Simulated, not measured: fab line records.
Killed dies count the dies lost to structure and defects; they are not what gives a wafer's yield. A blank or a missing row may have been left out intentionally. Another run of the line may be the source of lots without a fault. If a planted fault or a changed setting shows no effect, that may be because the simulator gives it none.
Split-lot study -- flow sky130 -- 23 wafers read across 5 lots, on a route 708 steps long

## ON THE SPLIT
At SKY_LOCAL_INTERCONNECT_METAL_ETCH_14 (etches TiN in Cl2/BCl3, stops on PSG, target depth 110 nm, time 31.4 s), the setting time-s was moved away from the recipe's 31.4 s on 9 of the 23 wafers read, by -10.8% to +6.1%. This setting was run at the recipe's value on the other wafers.

The split's own step is where the reading is taken.

## THE READING
oes-product-au, in a.u., at SKY_LOCAL_INTERCONNECT_METAL_ETCH_14 (etches TiN in Cl2/BCl3, stops on PSG, target depth 110 nm, time 31.4 s). Fault-free wafers of this fab line usually give 0.914 a.u., standard deviation 0.0087 a.u.

wafer,"tool, chamber at the split","time-s as run, s",against the recipe,"oes-product-au, a.u.",against lot-mates on the recipe
L075.1,"rie-metal-02, 1",31.4,recipe,0.906,-
L075.2,"rie-metal-02, 0",28.01,-10.8%,0.971,+0.068
L075.3,"rie-metal-02, 1",28.01,-10.8%,0.968,+0.065
L075.4,"rie-metal-02, 0",28.01,-10.8%,0.972,+0.069
L075.6,"rie-metal-02, 1",31.4,recipe,0.899,-
L078.1,"rie-metal-03, 0",33.32,+6.1%,0.906,-0.019
L078.2,"rie-metal-03, 1",31.4,recipe,0.929,-
L078.3,"rie-metal-03, 1",33.32,+6.1%,0.903,-0.022
L078.4,"rie-metal-03, 0",31.4,recipe,0.921,-
L078.6,"rie-metal-03, 0",33.32,+6.1%,0.916,-0.009
L079.2,"rie-metal-02, 1",30.09,-4.2%,0.943,+0.039
L079.3,"rie-metal-02, 1",31.4,recipe,0.906,-
L079.4,"rie-metal-02, 0",30.09,-4.2%,0.930,+0.026
L079.5,"rie-metal-02, 1",31.4,recipe,0.902,-
L079.6,"rie-metal-02, 0",30.09,-4.2%,0.926,+0.022
L080.1,"rie-metal-03, 1",31.4,recipe,0.922,-
L080.5,"rie-metal-03, 1",31.4,recipe,0.928,-
L080.6,"rie-metal-03, 0",31.4,recipe,0.918,-
L081.1,"rie-metal-01, 0",31.4,recipe,0.917,-
L081.2,"rie-metal-01, 1",31.4,recipe,0.918,-
L081.4,"rie-metal-01, 0",31.4,recipe,0.920,-
L081.5,"rie-metal-01, 1",31.4,recipe,0.912,-
L081.6,"rie-metal-01, 0",31.4,recipe,0.924,-

THE FIT
A straight line over all 23 wafers: oes-product-au changes by -0.00392 a.u. for each +1% of time-s; r = -0.87; the points scatter about the line by 0.011 a.u.
The same after taking each lot's own level away (the mean of its wafers on the recipe; 23 wafers): -0.00535 a.u. for each +1%; r = -0.96; scatter 0.0077 a.u.
According to that fit, moving time-s by its largest amount changes the reading by 0.058 a.u.
From 0.9025 to 0.9250 a.u.: that is the span of the lots' own levels, equal to 2.6 times the standard deviation above.
So the lot-to-lot level changes the slope: the two fits differ.
Check: for one of the wafers moved furthest among these (-10.8%), held out of the fit, the line's prediction against its lot-mates is +0.0601 a.u. Against them it came out at +0.0685 a.u.
Tool readings at the split's step, against how far the setting was moved: oes-product-au r = -0.87.

## THE FILE'S OWN FIT
oes-product-au changes by -0.00559 a.u. for each +1% of time-s, r = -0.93.
